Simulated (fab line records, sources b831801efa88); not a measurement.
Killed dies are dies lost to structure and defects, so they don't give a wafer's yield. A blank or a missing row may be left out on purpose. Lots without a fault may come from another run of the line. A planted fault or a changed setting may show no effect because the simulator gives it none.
Which tool did it? | flow gf180mcu | 13 lots, 39 wafers sampled, at 4 steps of a route of 602

WHAT THE GAUGES READ, wafer by wafer
GF_M1_CD_MEAS_14: target cd 230 nm.
lot  | measured     | on        | cd_nm (nm)
L872 | day 17 03:14 | cd_sem-01 | 228.6 227.8 228.8
L873 | day 17 15:25 | cd_sem-02 | 229.9 230.4 230.5
L875 | day 18 04:47 | cd_sem-02 | 229.2 229.8 229.9
L877 | day 18 21:38 | cd_sem-01 | 229.5 228.7 229.3
L879 | day 19 13:08 | cd_sem-02 | 228.9 228.6 230.3
L880 | day 20 03:21 | cd_sem-02 | 229.5 230.7 230.8
L881 | day 20 10:58 | cd_sem-02 | 230.3 231.0 229.4
L887 | day 22 17:23 | cd_sem-01 | 231.2 230.5 231.4
L889 | day 23 08:24 | cd_sem-02 | 231.9 233.5 233.0
L890 | day 23 15:40 | cd_sem-01 | 229.0 228.6 228.6
L891 | day 24 01:50 | cd_sem-01 | 229.4 228.4 229.7
L893 | day 24 18:01 | cd_sem-01 | 230.6 231.9 231.4
L895 | day 25 05:16 | cd_sem-02 | 227.9 227.9 228.4

WHICH TOOL RAN EACH LOT (tool, then ch and the chambers of the sampled wafers, then the start)
lot  | GF_VT_IMPLANT_STRIP_20               | GF_DUAL_GATE_OXIDATION_15     | GF_M1_SPUTTER_03
L872 | plasma_asher-01 ch 0,1, day 6 07:22  | furnace-02 ch 0, day 8 10:31  | pvd_sputter-04, day 16 05:26
L873 | plasma_asher-03 ch 0,1, day 6 12:25  | furnace-01 ch 0, day 8 15:24  | pvd_sputter-03, day 16 16:47
L875 | plasma_asher-01 ch 0,1, day 7 03:59  | furnace-01 ch 0, day 9 08:17  | pvd_sputter-04, day 17 06:06
L877 | plasma_asher-01 ch 0,1, day 7 13:25  | furnace-02 ch 0, day 9 18:30  | pvd_sputter-01, day 17 22:20
L879 | plasma_asher-04 ch 0,1, day 8 00:38  | furnace-01 ch 0, day 10 05:58 | pvd_sputter-03, day 18 12:41
L880 | plasma_asher-01 ch 0,1, day 8 11:09  | furnace-01 ch 0, day 10 17:31 | pvd_sputter-04, day 19 03:00
L881 | plasma_asher-03 ch 0,1, day 8 15:35  | furnace-01 ch 0, day 10 22:25 | pvd_sputter-01, day 19 10:24
L887 | plasma_asher-04 ch 0,1, day 10 05:20 | furnace-02 ch 0, day 12 16:06 | pvd_sputter-03, day 21 17:55
L889 | plasma_asher-04 ch 0,1, day 10 19:52 | furnace-02 ch 0, day 13 07:55 | pvd_sputter-01, day 22 09:11
L890 | plasma_asher-03 ch 0,1, day 10 23:56 | furnace-01 ch 0, day 13 13:16 | pvd_sputter-03, day 22 16:28
L891 | plasma_asher-03 ch 0,1, day 11 07:03 | furnace-02 ch 0, day 13 20:40 | pvd_sputter-01, day 23 02:47
L893 | plasma_asher-03 ch 0,1, day 11 20:58 | furnace-02 ch 0, day 14 14:19 | pvd_sputter-04, day 23 20:14
L895 | plasma_asher-01 ch 0,1, day 12 08:34 | furnace-01 ch 0, day 15 04:50 | pvd_sputter-01, day 24 07:37
- GF_VT_IMPLANT_STRIP_20: strips in O2/N2.
- GF_DUAL_GATE_OXIDATION_15: stabilise 600 s, purge 300 s, target thk 7.098 nm.
- GF_M1_SPUTTER_03: material Ti, target thk 10 nm, time 6.7 s.

WHAT THE TOOLS THEMSELVES READ (means of the sampled wafers that have a number; where no wafer has one, the mark that the record gives instead)
GF_VT_IMPLANT_STRIP_20.
lot  | tool            | drypump_motor_current_A (A) | heater_power_w (W) | oes_product_au (a.u.) | strip_time_to_endpoint_s (s)
L872 | plasma_asher-01 | 6.0                         | 366                | 0.712                 | 12.65
L873 | plasma_asher-03 | 5.4                         | 364                | 0.715                 | 12.61
L875 | plasma_asher-01 | 6.2                         | 371                | 0.710                 | 12.66
L877 | plasma_asher-01 | 6.2                         | 368                | 0.712                 | 12.59
L879 | plasma_asher-04 | 5.5                         | 324                | 0.712                 | 12.61
L880 | plasma_asher-01 | 6.2                         | 376                | 0.717                 | 12.62
L881 | plasma_asher-03 | 5.4                         | 358                | 0.711                 | 12.62
L887 | plasma_asher-04 | 5.7                         | 329                | 0.717                 | 12.62
L889 | plasma_asher-04 | 5.5                         | 328                | 0.716                 | 12.63
L890 | plasma_asher-03 | 5.0                         | 396                | 0.716                 | 12.64
L891 | plasma_asher-03 | 5.4                         | 355                | 0.712                 | 12.62
L893 | plasma_asher-03 | 5.4                         | 356                | 0.714                 | 12.62
L895 | plasma_asher-01 | 6.2                         | 371                | 0.717                 | 12.62

GF_DUAL_GATE_OXIDATION_15.
lot  | tool       | spike_tc_bottom_C (C) | spike_tc_centre_C (C) | spike_tc_lower_C (C) | spike_tc_top_C (C) | spike_tc_upper_C (C) | zone_power_centre_pct (%) | zone_power_lower_pct (%) | zone_power_upper_pct (%)
L872 | furnace-02 | 868.2                 | 850.4                 | 848.7                | 865.2              | 849.5                | 18.3                      | 15.8                     | 14.85
L873 | furnace-01 | 865.3                 | 851.1                 | 850.9                | 866.7              | 850.8                | 17.3                      | 17.5                     | 15.00
L875 | furnace-01 | 865.8                 | 849.8                 | 851.2                | 867.8              | 850.2                | 17.2                      | 17.4                     | 15.12
L877 | furnace-02 | 868.4                 | 851.3                 | 849.6                | 864.3              | 849.5                | 18.1                      | 15.7                     | 14.85
L879 | furnace-01 | 864.0                 | 818.9                 | 855.2                | 867.1              | 854.2                | 6.9                       | 23.2                     | 19.83
L880 | furnace-01 | 864.7                 | 818.7                 | 854.4                | 866.1              | 854.0                | 6.9                       | 23.0                     | 19.60
L881 | furnace-01 | 865.4                 | 819.0                 | 854.8                | 866.8              | 854.7                | 6.8                       | 23.2                     | 19.93
L887 | furnace-02 | 869.0                 | 850.3                 | 849.1                | 863.6              | 849.3                | 18.1                      | 15.6                     | 14.78
L889 | furnace-02 | 868.3                 | 850.7                 | 849.3                | 864.2              | 849.1                | 18.1                      | 15.7                     | 14.82
L890 | furnace-01 | 866.4                 | 849.9                 | 850.4                | 867.2              | 850.1                | 17.0                      | 17.7                     | 14.95
L891 | furnace-02 | 869.7                 | 849.9                 | 849.1                | 864.5              | 849.2                | 18.2                      | 15.8                     | 14.88
L893 | furnace-02 | 869.0                 | 849.4                 | 848.9                | 863.9              | 849.3                | 18.5                      | 15.8                     | 14.82
L895 | furnace-01 | 866.1                 | 849.1                 | 850.8                | 866.9              | 850.5                | 17.4                      | 17.3                     | 15.10

GF_M1_SPUTTER_03.
lot  | tool           | throttle_valve_pct (%)
L872 | pvd_sputter-04 | 29.7
L873 | pvd_sputter-03 | 29.5
L875 | pvd_sputter-04 | 29.8
L877 | pvd_sputter-01 | 30.6
L879 | pvd_sputter-03 | 29.5
L880 | pvd_sputter-04 | 30.0
L881 | pvd_sputter-01 | 29.8
L887 | pvd_sputter-03 | 29.6
L889 | pvd_sputter-01 | 30.1
L890 | pvd_sputter-03 | 29.9
L891 | pvd_sputter-01 | 30.1
L893 | pvd_sputter-04 | 29.6
L895 | pvd_sputter-01 | 30.0

THE ANSWER, worked out from the rows above alone
Rule: what is usual is taken from the lots themselves. Put in order of their means at a reading, lots are off if they are a third of the lots or fewer, leave a main group of 4 or more, and stand apart from it by a gap of 3 or more times the standard deviation of the main group's means; of several such gaps the widest counts. A main group whose means are all the same, to the digits that the tables above print for the reading, isn't used. A lot without any number at a reading at which 4 lots or more have one is off too. The other lots that the step has rows for count as sound. The gauges are gone through in route order, then the tools' own readings, and for those a lot's mean is taken as printed above. The first step at which some lot is off is used, and at that step the reading that is off furthest; a lot without a number counts as furthest.
Off: L879, L880, L881, at GF_DUAL_GATE_OXIDATION_15 (spike_tc_centre_C). The main group: mean 850.2 C, standard deviation 0.67.
A tool fits if, at that step or a process step before it, it ran every lot that is off, and no sound lot after the first of them. None of those tried fits.

WHAT THE SIMULATOR HAD PUT IN
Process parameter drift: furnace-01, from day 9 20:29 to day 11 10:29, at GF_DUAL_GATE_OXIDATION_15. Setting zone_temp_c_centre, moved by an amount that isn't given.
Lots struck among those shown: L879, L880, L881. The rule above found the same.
